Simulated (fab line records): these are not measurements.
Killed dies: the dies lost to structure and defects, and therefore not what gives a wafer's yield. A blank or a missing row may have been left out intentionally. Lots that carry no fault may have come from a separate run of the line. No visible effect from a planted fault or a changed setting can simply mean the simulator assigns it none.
fab line records	flow sky130
record: lots: 6	wafers: 18	lastDay: 50
route steps=708 shown PWDE@54 NWELL@56 PAD_OPEN@708
lots that met no fault: from a run of the same line without faults
startH: hours from the record's first day to the start of the lot's first wafer shown	waitH: hours since the lot's step before	" repeats the value in the row above	L1.1+2: several wafers, shown together as one row	- no value, or no start was given	* or withheld: withheld	< > ~ a bound
route shown NAME@n: a module of which the file shows steps, and the number in the route of the first	usual: the fault-free wafers' mean and standard deviation	same: alike in all rows	chamber/n: place in a boat	sites: readings site by site	_std_site: the values' standard deviation	_edge_site: mean of outer sites minus mean of inner sites	radiusMm: how far each site lies from the wafer's centre	mask NAME#n: copy n	behind: the most recent tool/chamber to have shaped the wafer	hold: the reason the lot was held/the length of the hold in hours/how it ended	device: which transistor (n, p or np) failed to switch	end of line: the same wafers' tests at the end of the route	a step without rows: its recipe alone	killed: not the wafer's yield, but the dies lost to structure and defects at the first sort	map: a wafer's dies, x killed, . not, _ none there
set.NAME: the setting the step ran with; set.NAME@STEP: the setting that earlier step ran with	model.NAME: the simulator's own value behind a step, which no gauge read
certain route steps with their lots: each step a table, each wafer a row
services: from which hour (startH, from the record's first day; less than 0 if before it) a tool's chamber was out of use, for how many hours, and why
== steps ==
step: SKY_PWDE_STRIP_09
recipe: chemistry: O2/N2	powerW: 1400	pressureMtorr: 1500	platenTempC: withheld	o2FlowSccm: 3000	n2FlowSccm: 300	overashFraction: 0.5
usual: drypumpMotorCurrentA: 5.81/0.27	oesProductAu: 0.722/0.0046	stripTimeToEndpointS: 36.89/0.085
lot.wafer	tool	chamber	startH	waitH	drypumpMotorCurrentA	oesProductAu	rfHoursCounterH	stripTimeToEndpointS
L693.1	plasmaAsher-03	1	85.87	0.1	5.70	0.725	41	36.94
L693.3	"	0	"	"	6.06	0.722	-	36.96
L693.4	"	1	"	"	5.70	0.720	-	36.91
L695.3	plasmaAsher-04	1	97.18	0.1	5.97	0.721	-	36.97
L695.5	"	1	"	"	5.96	0.721	-	36.81
L695.6	"	0	"	"	5.53	0.723	-	36.81
L701.2	plasmaAsher-03	0	133.67	0.1	6.05	0.729	45	36.90
L701.4	"	0	"	"	6.07	0.719	-	37.01
L701.5	"	0	"	"	6.07	0.712	-	36.88
L702.3	plasmaAsher-04	0	137.08	0.1	5.54	0.725	-	36.81
L702.4	"	1	"	"	5.93	0.721	-	36.81
L702.5	"	1	"	"	5.96	0.722	-	36.84
L708.2	plasmaAsher-02	0	177.67	0.1	6.11	0.724	36	36.81
L708.3	"	0	"	"	6.11	0.722	-	36.75
L708.5	"	1	"	"	5.45	0.718	-	36.87
L712.3	plasmaAsher-02	1	210.92	0.1	5.50	0.721	-	36.96
L712.4	"	0	"	"	6.12	0.717	-	37.00
L712.5	"	1	"	"	5.47	0.714	-	37.06
step: SKY_PWDE_TW_MEAS_10
usual: PWDE_TW: 375/4.4
lot.wafer	tool	chamber	startH	waitH	PWDE_TW
L693.1	filmMetro-01	-	85.97	0.1	384
L693.3	"	-	"	"	382
L693.4	"	-	"	"	382
L695.3	filmMetro-04	-	97.26	0.1	372
L695.5	"	-	"	"	372
L695.6	"	-	"	"	375
L701.2	filmMetro-01	-	133.78	0.1	381
L701.4	"	-	"	"	382
L701.5	"	-	"	"	382
L702.3	filmMetro-03	-	137.16	0.1	369
L702.4	"	-	"	"	370
L702.5	"	-	"	"	369
L708.2	filmMetro-01	-	177.78	0.1	378
L708.3	"	-	"	"	380
L708.5	"	-	"	"	381
L712.3	filmMetro-01	-	211.01	0.1	380
L712.4	"	-	"	"	379
L712.5	"	-	"	"	380
step: SKY_NWELL_DEHYDRATE_03
recipe: tempC: 200	timeS: 60
step: SKY_NWELL_HMDS_04
recipe: primeTimeS: 60	primeTempC: 120
step: SKY_NWELL_COAT_05
recipe: spinRpm: 2000	resistThkNm: 3000
step: SKY_NWELL_SOFTBAKE_06
recipe: tempC: 110	timeS: withheld
step: SKY_NWELL_EXPOSE_07
recipe: maskId: NWM	na: 0.6	sourceShape: conventional	sigmaOuter: 0.6	polarization: unpolarized	targetCdNm: 840	doseMj: 255
step: SKY_NWELL_PEB_08
recipe: tempC: 115	timeS: withheld
step: SKY_NWELL_DEVELOP_09
recipe: wallAngleDeg: 90	developer: TMAH	developTimeS: 60	devTempC: 23
step: SKY_NWELL_OVL_MEAS_10
usual: NWELL_00_OVL: -0.6/1.6
lot.wafer	tool	chamber	startH	waitH	NWELL_00_OVL[nm]
L693.1	overlay-01	-	103.21	-	1.9
L693.3	"	-	"	"	1.1
L693.4	"	-	"	"	2.0
L695.3	overlay-01	-	115.62	-	0.7
L695.5	"	-	"	"	-2.0
L695.6	"	-	"	"	-0.8
L701.2	overlay-02	-	152.76	-	-2.6
L701.4	"	-	"	"	-3.4
L701.5	"	-	"	"	-3.0
L702.3	overlay-01	-	155.88	-	-1.9
L702.4	"	-	"	"	-1.0
L702.5	"	-	"	"	-0.1
L708.2	overlay-02	-	197.91	-	0.8
L708.3	"	-	"	"	0.8
L708.5	"	-	"	"	-0.4
L712.3	overlay-01	-	232.84	-	1.1
L712.4	"	-	"	"	0.6
L712.5	"	-	"	"	2.0
step: SKY_NWELL_IMPLANT_11
recipe: species: P	energyKev: 400	doseCm2: 1.9e+13	tiltDeg: withheld
step: SKY_NWELL_IMPLANT_12
recipe: species: P	energyKev: 120	doseCm2: 1.3e+12	tiltDeg: withheld
step: SKY_NWELL_IMPLANT_13
recipe: species: P	energyKev: 50	doseCm2: 7e+11	tiltDeg: withheld
usual: doseIonsCm2: 7.001e+11/7.3e+08	faradayCurrentUA: 3.95/0.085
lot.wafer	tool	chamber	startH	waitH	doseIonsCm2	faradayCurrentUA
L693.1	implanter-03	0	103.55	0.1	6.988e+11	3.84
L693.3	"	0	"	"	6.991e+11	3.83
L693.4	"	0	"	"	6.997e+11	4.11
L695.3	implanter-02	0	115.99	0.1	7.005e+11	3.92
L695.5	"	0	"	"	7.011e+11	4.07
L695.6	"	0	"	"	7.006e+11	4.07
L701.2	implanter-02	0	153.12	0.1	4.175e+11	2.33
L701.4	"	0	"	"	4.158e+11	2.29
L701.5	"	0	"	"	4.172e+11	2.34
L702.3	implanter-02	0	156.25	0.1	4.182e+11	2.33
L702.4	"	0	"	"	4.176e+11	2.34
L702.5	"	0	"	"	4.174e+11	2.43
L708.2	implanter-01	0	198.27	0.1	7.003e+11	3.98
L708.3	"	0	"	"	6.996e+11	3.96
L708.5	"	0	"	"	6.997e+11	3.96
L712.3	implanter-02	0	233.29	0.1	6.999e+11	4.12
L712.4	"	0	"	"	6.999e+11	3.98
L712.5	"	0	"	"	7.002e+11	3.81
step: SKY_NWELL_STRIP_14
recipe: chemistry: O2/N2	powerW: 1400	pressureMtorr: 1500	platenTempC: withheld	o2FlowSccm: 3000	n2FlowSccm: 300	overashFraction: 0.5
usual: drypumpMotorCurrentA: 5.74/0.3	oesProductAu: 0.722/0.0044	stripTimeToEndpointS: 36.89/0.11
lot.wafer	tool	chamber	startH	waitH	drypumpMotorCurrentA	oesProductAu	rfHoursCounterH	stripTimeToEndpointS
L693.1	plasmaAsher-02	0	103.70	0.1	6.12	0.718	28	36.93
L693.3	"	0	"	"	6.14	0.717	-	36.94
L693.4	"	1	"	"	5.47	0.717	-	36.98
L695.3	plasmaAsher-02	0	116.13	0.1	6.11	0.725	-	37.07
L695.5	"	1	"	"	5.49	0.721	-	36.94
L695.6	"	0	"	"	6.13	0.717	-	36.89
L701.2	plasmaAsher-01	0	153.24	0.1	5.77	0.720	4	37.00
L701.4	"	1	"	"	5.30	0.728	-	37.00
L701.5	"	0	"	"	5.76	0.720	-	36.96
L702.3	plasmaAsher-01	0	156.38	0.1	5.78	0.722	-	36.95
L702.4	"	1	"	"	5.32	0.720	-	36.84
L702.5	"	1	"	"	5.31	0.719	-	36.90
L708.2	plasmaAsher-01	1	198.39	0.1	5.29	0.723	8	36.90
L708.3	"	1	"	"	5.30	0.730	-	36.81
L708.5	"	0	"	"	5.79	0.722	-	36.84
L712.3	plasmaAsher-03	1	233.43	0.1	5.72	0.716	-	36.88
L712.4	"	0	"	"	6.08	0.724	-	36.79
L712.5	"	0	"	"	6.05	0.726	-	36.84
step: SKY_NWELL_TW_MEAS_15
usual: NWELL_TW: 1829/22
lot.wafer	tool	chamber	startH	waitH	NWELL_TW
L693.1	filmMetro-03	-	103.80	0.1	1794
L693.3	"	-	"	"	1802
L693.4	"	-	"	"	1806
L695.3	filmMetro-01	-	116.21	0.1	1846
L695.5	"	-	"	"	1860
L695.6	"	-	"	"	1852
L701.2	filmMetro-01	-	153.35	0.1	1849
L701.4	"	-	"	"	1860
L701.5	"	-	"	"	1854
L702.3	filmMetro-03	-	156.47	0.1	1802
L702.4	"	-	"	"	1809
L702.5	"	-	"	"	1813
L708.2	filmMetro-03	-	198.50	0.1	1805
L708.3	"	-	"	"	1791
L708.5	"	-	"	"	1805
L712.3	filmMetro-01	-	233.51	0.1	1845
L712.4	"	-	"	"	1853
L712.5	"	-	"	"	1852
step: SKY_NWELL_DEHYDRATE_16
recipe: tempC: 200	timeS: 60
step: SKY_NWELL_HMDS_17
recipe: primeTimeS: 60	primeTempC: 120
step: SKY_NWELL_COAT_18
recipe: spinRpm: 2000	resistThkNm: 3000
step: SKY_NWELL_SOFTBAKE_19
recipe: tempC: 110	timeS: withheld
step: SKY_NWELL_EXPOSE_20
recipe: maskId: NWM_COMPLEMENT	na: 0.6	sourceShape: conventional	sigmaOuter: 0.6	polarization: unpolarized	targetCdNm: 840	doseMj: 260
step: SKY_NWELL_PEB_21
recipe: tempC: 115	timeS: withheld
step: SKY_NWELL_DEVELOP_22
recipe: wallAngleDeg: 90	developer: TMAH	developTimeS: 60	devTempC: 23
step: SKY_NWELL_OVL_MEAS_23
usual: NWELL_01_OVL: -1.2/1.1
lot.wafer	tool	chamber	startH	waitH	NWELL_01_OVL[nm]
L693.1	overlay-02	-	122.01	-	-2.6
L693.3	"	-	"	"	-1.5
L693.4	"	-	"	"	-2.1
L695.3	overlay-01	-	134.14	-	-1.8
L695.5	"	-	"	"	-1.4
L695.6	"	-	"	"	-1.4
L701.2	overlay-02	-	172.22	-	-0.3
L701.4	"	-	"	"	1.1
L701.5	"	-	"	"	0.6
L702.3	overlay-01	-	175.03	-	-1.3
L702.4	"	-	"	"	-2.7
L702.5	"	-	"	"	-3.8
L708.2	overlay-02	-	220.32	-	-0.7
L708.3	"	-	"	"	-0.9
L708.5	"	-	"	"	-2.0
L712.3	overlay-01	-	256.73	-	-0.1
L712.4	"	-	"	"	-0.6
L712.5	"	-	"	"	0.1
step: SKY_NWELL_IMPLANT_24
recipe: species: B	energyKev: 140	doseCm2: 9.2e+12	tiltDeg: withheld
step: SKY_NWELL_STRIP_25
recipe: chemistry: O2/N2	powerW: 1400	pressureMtorr: 1500	platenTempC: withheld	o2FlowSccm: 3000	n2FlowSccm: 300	overashFraction: 0.5
usual: drypumpMotorCurrentA: 5.76/0.29	oesProductAu: 0.723/0.0043	stripTimeToEndpointS: 36.92/0.1
lot.wafer	tool	chamber	startH	waitH	drypumpMotorCurrentA	oesProductAu	rfHoursCounterH	stripTimeToEndpointS
L693.1	plasmaAsher-03	1	122.20	0.1	5.70	0.725	44	36.95
L693.3	"	1	"	"	5.71	0.724	-	37.02
L693.4	"	0	"	"	6.08	0.722	-	36.95
L695.3	plasmaAsher-03	1	134.35	0.1	5.70	0.724	-	36.91
L695.5	"	0	"	"	6.08	0.720	-	37.07
L695.6	"	1	"	"	5.72	0.721	-	36.90
L701.2	plasmaAsher-01	0	172.40	0.1	5.77	0.723	5	36.97
L701.4	"	1	"	"	5.30	0.723	-	36.84
L701.5	"	1	"	"	5.33	0.713	-	36.99
L702.3	plasmaAsher-01	1	175.23	0.1	5.29	0.716	-	37.04
L702.4	"	0	"	"	5.74	0.716	-	36.95
L702.5	"	0	"	"	5.74	0.720	-	36.91
L708.2	plasmaAsher-01	0	220.50	0.1	5.77	0.728	10	36.82
L708.3	"	1	"	"	5.28	0.722	-	36.85
L708.5	"	1	"	"	5.28	0.722	-	36.94
L712.3	plasmaAsher-03	0	256.93	0.1	6.07	0.731	-	37.12
L712.4	"	1	"	"	5.67	0.724	-	37.09
L712.5	"	0	"	"	6.07	0.725	-	37.03
step: SKY_NWELL_TW_MEAS_26
usual: NWELL_2_TW: 499/5.6
lot.wafer	tool	chamber	startH	waitH	NWELL_2_TW
L693.1	filmMetro-04	-	122.30	0.1	495
L693.3	"	-	"	"	495
L693.4	"	-	"	"	497
L695.3	filmMetro-03	-	134.44	0.1	493
L695.5	"	-	"	"	491
L695.6	"	-	"	"	490
L701.2	filmMetro-01	-	172.51	0.1	503
L701.4	"	-	"	"	505
L701.5	"	-	"	"	504
L702.3	filmMetro-03	-	175.32	0.1	491
L702.4	"	-	"	"	496
L702.5	"	-	"	"	495
L708.2	filmMetro-01	-	220.61	0.1	504
L708.3	"	-	"	"	503
L708.5	"	-	"	"	502
L712.3	filmMetro-04	-	257.02	0.1	496
L712.4	"	-	"	"	498
L712.5	"	-	"	"	500
step: SKY_NWELL_CLEAN_27
recipe: chemistry: SC1/SC2	mix: 1:4:20	tempC: 70	timeS: 150	dry: n2Spin
step: SKY_NWELL_RTA_28
recipe: tempC: 1050	timeS: 30	idleTempC: 650	rampUpCPerS: 150	rampDownCPerS: 90	ambient: N2
usual: lampPowerPct: 25.31/0.057	wafer_temp_C_max: 1055.0/0.99
lot.wafer	tool	chamber	startH	waitH	lampPowerPct	wafer_temp_C_max
L693.1	rtpAnneal-02	0	122.41	0.0	25.19	1056.1
L693.3	"	0	"	"	25.24	1054.3
L693.4	"	0	"	"	25.26	1057.7
L695.3	rtpAnneal-01	0	134.56	0.0	25.29	1053.8
L695.5	"	0	"	"	25.30	1055.2
L695.6	"	0	"	"	25.28	1053.1
L701.2	rtpAnneal-02	0	172.63	0.0	25.34	1054.5
L701.4	"	0	"	"	25.27	1053.7
L701.5	"	0	"	"	25.34	1054.5
L702.3	rtpAnneal-01	0	175.45	0.0	25.34	1054.8
L702.4	"	0	"	"	25.35	1054.4
L702.5	"	0	"	"	25.26	1055.4
L708.2	rtpAnneal-01	0	220.73	0.0	25.34	1055.7
L708.3	"	0	"	"	25.30	1053.7
L708.5	"	0	"	"	25.35	1054.5
L712.3	rtpAnneal-01	0	257.15	0.0	25.23	1055.8
L712.4	"	0	"	"	25.22	1054.2
L712.5	"	0	"	"	25.27	1054.9
step: SKY_NWELL_RS_MEAS_29
recipe: thkMeasGauge: four-point-probe
usual: NWELL_RS: 624.8/1.8
lot.wafer	tool	chamber	startH	waitH	NWELL_RS[ohm/sq]
L693.1	filmMetro-03	-	122.51	0.1	622.9
L693.3	"	-	"	"	624.1
L693.4	"	-	"	"	622.4
L695.3	filmMetro-03	-	134.67	0.1	625.0
L695.5	"	-	"	"	624.2
L695.6	"	-	"	"	625.3
L701.2	filmMetro-04	-	172.73	0.1	635.8
L701.4	"	-	"	"	633.1
L701.5	"	-	"	"	635.2
L702.3	filmMetro-01	-	175.55	0.1	633.4
L702.4	"	-	"	"	632.2
L702.5	"	-	"	"	633.7
L708.2	filmMetro-01	-	220.83	0.1	625.6
L708.3	"	-	"	"	625.8
L708.5	"	-	"	"	625.6
L712.3	filmMetro-01	-	257.25	0.1	623.8
L712.4	"	-	"	"	625.3
L712.5	"	-	"	"	620.4
step: SKY_PAD_OPEN_PROBE_99
usual: killed_at_M0_to_M3: 42/6.6	killed_at_M4_up: 3.1/1.9	killedAtContacts: 24/5.6	killedAtFrontEnd: 15/4.8	killedAtOther: 0.3/0.48	killedDies: 84/10	killedOpen: 47/6.8	killedShort: 37/6.8
same: grossDies: 492	killedAtBackSide: 0
lot.wafer	tool	chamber	startH	waitH	killed_at_M0_to_M3	killed_at_M4_up	killedAtContacts	killedAtFrontEnd	killedAtOther	killedDies	killedOpen	killedShort	model.etest.nfet_16v.rOnOhmUm	model.etest.pfetG5v0d10v5.rOnOhmUm	model.etest.tip_p_5v.rsOhmSq	model.etest.pfetG5v0d10v5.driveUaUm	model.etest.pfet_01v8_lvt.driveUaUm	model.etest.pfet_01v8_mvt.driveUaUm	model.etest.pfetG5v0d10v5.offLog10AUm	model.etest.pfet_01v8_lvt.offLog10AUm
L693.1	prober-02	-	1092.05	0.1	40	6	20	21	1	88	50	38	1.403e+04	4788	2869	333.4	172.8	156.6	-12.95	-9.527
L693.3	prober-02	-	1092.15	0.2	49	2	13	13	1	78	44	34	1.395e+04	4875	2896	332.2	171.9	156.6	-13.08	-9.374
L693.4	prober-02	-	1092.20	0.2	47	4	32	13	0	96	47	49	1.384e+04	4869	2892	331.1	172.4	156.3	-13.17	-9.652
L695.3	prober-02	-	1106.73	0.2	35	0	25	20	0	80	41	39	1.445e+04	4650	2846	349.8	180.4	157.7	-12.05	-8.71
L695.5	prober-02	-	1106.83	0.2	37	2	29	20	1	89	53	36	1.452e+04	4808	2818	339.2	175.9	153.1	-12.3	-8.658
L695.6	prober-02	-	1106.88	0.2	37	1	26	11	0	75	44	31	1.453e+04	4676	2839	347.5	178.4	155.8	-12.13	-8.693
L702.3	prober-01	-	1145.28	0.2	49	6	23	8	0	86	43	43	1.439e+04	4535	2820	359.8	189.2	162	-10.63	-7.624
L702.4	prober-01	-	1145.33	0.2	49	3	30	23	0	105	55	50	1.451e+04	4584	2819	358.1	186.8	161.6	-10.98	-7.705
L702.5	prober-01	-	1145.38	0.2	42	1	11	15	0	69	43	26	1.415e+04	4524	2784	364.7	189.9	160	-10.65	-7.598
L701.2	prober-01	-	1145.53	0.1	42	3	30	23	0	98	50	48	1.44e+04	4493	2795	361.9	184.9	156.5	-11.02	-7.824
L701.4	prober-01	-	1145.63	0.2	28	6	23	12	0	69	43	26	1.436e+04	4491	2830	364.6	187.8	158.3	-11.1	-7.634
L701.5	prober-01	-	1145.68	0.2	43	1	23	17	0	84	48	36	1.434e+04	4534	2805	359.1	187.2	156.2	-11.24	-7.85
L708.2	prober-01	-	1180.78	0.1	44	1	34	16	1	96	58	38	1.417e+04	4722	2837	346.9	177.7	159.9	-12.02	-8.839
L708.3	prober-01	-	1180.83	0.2	35	4	32	21	1	93	56	37	1.403e+04	4664	2831	350.4	176.9	157.9	-12.25	-8.794
L708.5	prober-01	-	1180.93	0.2	53	4	31	21	1	110	56	54	1.42e+04	4735	2845	348.1	172.3	154.6	-12.19	-8.943
L712.3	prober-01	-	1205.20	0.2	42	1	23	12	0	78	47	31	1.397e+04	4738	2907	341.3	171.2	150.2	-12.85	-9.171
L712.4	prober-01	-	1205.25	0.2	39	2	27	16	1	85	47	38	1.395e+04	4757	2901	339.5	173.6	151.6	-13.11	-9.039
L712.5	prober-01	-	1205.30	0.2	41	6	23	17	0	87	51	36	1.388e+04	4758	2902	342.6	171.8	150.9	-12.74	-9.129
killed by level:class
L693.1 VIA1:geometricParticle:open=10 LI_CONTACT:geometricParticle:open=8 VIA3:geometricParticle:open=7 POLY_GATE:geometricParticle:open=6 METAL4:geometricParticle:short=6 CONTACT:geometricParticle:open=6 METAL1:geometricParticle:short=6 VIA2:geometricParticle:open=5
L693.3 VIA2:geometricParticle:open=12 VIA3:geometricParticle:open=9 VIA1:geometricParticle:open=6 POLY_GATE:geometricParticle:open=5 VIA3:geometricParticle:short=5 LI_CONTACT:geometricParticle:short=4 METAL1:geometricParticle:short=4 METAL2:geometricParticle:short=4
L693.4 VIA1:geometricParticle:open=15 CONTACT:geometricParticle:open=10 CONTACT:geometricParticle:short=9 VIA2:geometricParticle:open=7 LI_CONTACT:geometricParticle:short=6 METAL1:geometricParticle:short=5 VIA1:geometricParticle:short=5 POLY_GATE:geometricParticle:short=4
L695.3 VIA1:geometricParticle:open=12 LI_CONTACT:geometricParticle:open=9 POLY_GATE:geometricParticle:short=6 CONTACT:geometricParticle:open=6 CONTACT:geometricParticle:short=6 VIA1:geometricParticle:short=4 METAL2:geometricParticle:short=4 VIA2:geometricParticle:open=4
L695.5 CONTACT:geometricParticle:open=12 VIA1:geometricParticle:open=10 FIELD_ISO:geometricParticle:open=7 LI_CONTACT:geometricParticle:open=6 VIA3:geometricParticle:open=5 FIELD_ISO:geometricParticle:short=4 POLY_GATE:geometricParticle:open=4 POLY_GATE:geometricParticle:short=4
L695.6 VIA1:geometricParticle:open=12 CONTACT:geometricParticle:open=10 VIA3:geometricParticle:open=6 LI_CONTACT:geometricParticle:short=5 CONTACT:geometricParticle:short=5 FIELD_ISO:geometricParticle:open=4 VIA2:geometricParticle:open=4 VIA3:geometricParticle:short=4
L702.3 VIA2:geometricParticle:open=9 VIA3:geometricParticle:open=9 CONTACT:geometricParticle:open=7 VIA1:geometricParticle:open=6 CONTACT:geometricParticle:short=6 METAL1:geometricParticle:short=5 METAL4:geometricParticle:short=5 LOCAL_INTERCONNECT:geometricParticle:short=4
L702.4 VIA1:geometricParticle:open=11 VIA1:geometricParticle:short=10 LI_CONTACT:geometricParticle:open=9 METAL1:geometricParticle:short=9 POLY_GATE:geometricParticle:open=7 CONTACT:geometricParticle:open=7 FIELD_ISO:geometricParticle:short=6 VIA3:geometricParticle:open=6
L702.5 VIA1:geometricParticle:open=9 VIA2:geometricParticle:open=8 FIELD_ISO:geometricParticle:open=5 CONTACT:geometricParticle:open=5 VIA1:geometricParticle:short=5 METAL2:geometricParticle:short=5 VIA3:geometricParticle:open=5 LI_CONTACT:geometricParticle:open=4
L701.2 CONTACT:geometricParticle:open=10 VIA1:geometricParticle:open=8 METAL1:geometricParticle:short=6 LOCAL_INTERCONNECT:geometricParticle:short=6 CONTACT:geometricParticle:short=6 FIELD_ISO:geometricParticle:open=5 FIELD_ISO:geometricParticle:short=5 VIA2:geometricParticle:open=5
L701.4 VIA1:geometricParticle:open=11 CONTACT:geometricParticle:open=10 LI_CONTACT:geometricParticle:open=5 VIA3:geometricParticle:open=4 METAL4:geometricParticle:short=4 FIELD_ISO:geometricParticle:open=3 POLY_GATE:geometricParticle:short=3 LOCAL_INTERCONNECT:geometricParticle:short=3
L701.5 VIA3:geometricParticle:open=9 VIA1:geometricParticle:short=8 CONTACT:geometricParticle:open=7 FIELD_ISO:geometricParticle:open=5 CONTACT:geometricParticle:short=5 VIA1:geometricParticle:open=5 VIA2:geometricParticle:open=5 POLY_GATE:geometricParticle:open=4
L708.2 LI_CONTACT:geometricParticle:open=13 CONTACT:geometricParticle:open=10 VIA3:geometricParticle:open=10 VIA2:geometricParticle:open=7 VIA1:geometricParticle:open=7 FIELD_ISO:geometricParticle:open=6 VIA1:geometricParticle:short=6 CONTACT:geometricParticle:short=5
L708.3 LI_CONTACT:geometricParticle:open=12 CONTACT:geometricParticle:open=12 VIA1:geometricParticle:open=7 VIA1:geometricParticle:short=7 POLY_GATE:geometricParticle:open=6 VIA3:geometricParticle:open=6 FIELD_ISO:geometricParticle:open=4 LOCAL_INTERCONNECT:geometricParticle:short=4
L708.5 VIA2:geometricParticle:open=12 VIA3:geometricParticle:open=11 LOCAL_INTERCONNECT:geometricParticle:short=9 LI_CONTACT:geometricParticle:open=7 FIELD_ISO:geometricParticle:short=6 CONTACT:geometricParticle:open=6 VIA1:geometricParticle:short=6 POLY_GATE:geometricParticle:open=5
L712.3 LI_CONTACT:geometricParticle:open=9 VIA3:geometricParticle:open=9 CONTACT:geometricParticle:open=8 VIA1:geometricParticle:open=8 VIA1:geometricParticle:short=6 VIA2:geometricParticle:open=5 POLY_GATE:geometricParticle:open=4 POLY_GATE:geometricParticle:short=3
L712.4 LI_CONTACT:geometricParticle:open=11 CONTACT:geometricParticle:open=9 VIA1:geometricParticle:open=7 VIA3:geometricParticle:open=6 VIA1:geometricParticle:short=5 VIA3:geometricParticle:short=5 LOCAL_INTERCONNECT:geometricParticle:short=4 POLY_GATE:geometricParticle:short=4
L712.5 VIA1:geometricParticle:open=11 CONTACT:geometricParticle:open=9 VIA3:geometricParticle:open=8 POLY_GATE:geometricParticle:open=5 CONTACT:geometricParticle:short=5 METAL4:geometricParticle:short=5 FIELD_ISO:geometricParticle:short=4 METAL2:geometricParticle:open=4
== services ==
tool	chamber	startH	hours	kind
implanter-02	-	76.17	1.7	repair
implanter-01	-	105.78	8.2	repair
plasmaAsher-01	-	108.75	9.0	pm
plasmaAsher-01	0	108.75	9.0	ventCycle
plasmaAsher-01	1	108.75	9.0	ventCycle
implanter-02	-	111.44	2.6	repair
plasmaAsher-01	0	117.75	-	clean
plasmaAsher-01	1	117.75	-	clean
implanter-03	-	132.86	1.8	repair
implanter-01	-	133.49	8.2	repair
plasmaAsher-01	-	171.49	0.9	repair
implanter-03	-	204.65	0.6	repair
rtpAnneal-02	-	210.89	21.7	pm
plasmaAsher-03	-	213.85	14.6	pm
implanter-01	-	223.21	21.4	pm
plasmaAsher-04	-	224.50	2.5	repair
implanter-03	-	224.61	12.4	repair
implanter-03	-	242.36	3.4	pm
implanter-03	-	245.76	3.4	pm
implanter-03	-	249.70	3.3	repair
== key ==
firstSign: step: SKY_NWELL_IMPLANT_13	reading: doseIonsCm2	direction: down	sigmas: 99+	usual: *	struck: *
effect: step: SKY_NWELL_IMPLANT_13	reading: faradayCurrentUA	direction: down	sigmas: 19	usual: 3.95	struck: 2.34
effect: step: SKY_NWELL_RS_MEAS_29	reading: NWELL_RS	direction: up	sigmas: 5.1	usual: 624.8	struck: 633.9
modelEffect: step: SKY_PAD_OPEN_PROBE_99	value: etest.nfet_16v.rOnOhmUm	without: 1.403e+04	struck: 1.436e+04
metAt SKY_NWELL_IMPLANT_13
struckWafers L701.2,L701.4,L701.5,L702.3,L702.4,L702.5
testerLeftOut L701,L702
onsetBetween 115.99 153.12
fault: kind: processParameterDrift	tool: implanter-02	chamber: -	onsetH: 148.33	steps: SKY_NWELL_IMPLANT_13	channel: doseCm2	offset: *	shape: step	endH: 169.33	actsIn: *	stated: *
testerLeftOut: of these lots the tester's yield and bins aren't shown, on N5 and GAA mostly nor the transistor test; their killed dies are dies lost to structure and defects alone, not to doping, threshold or leakage, so they don't give the yield
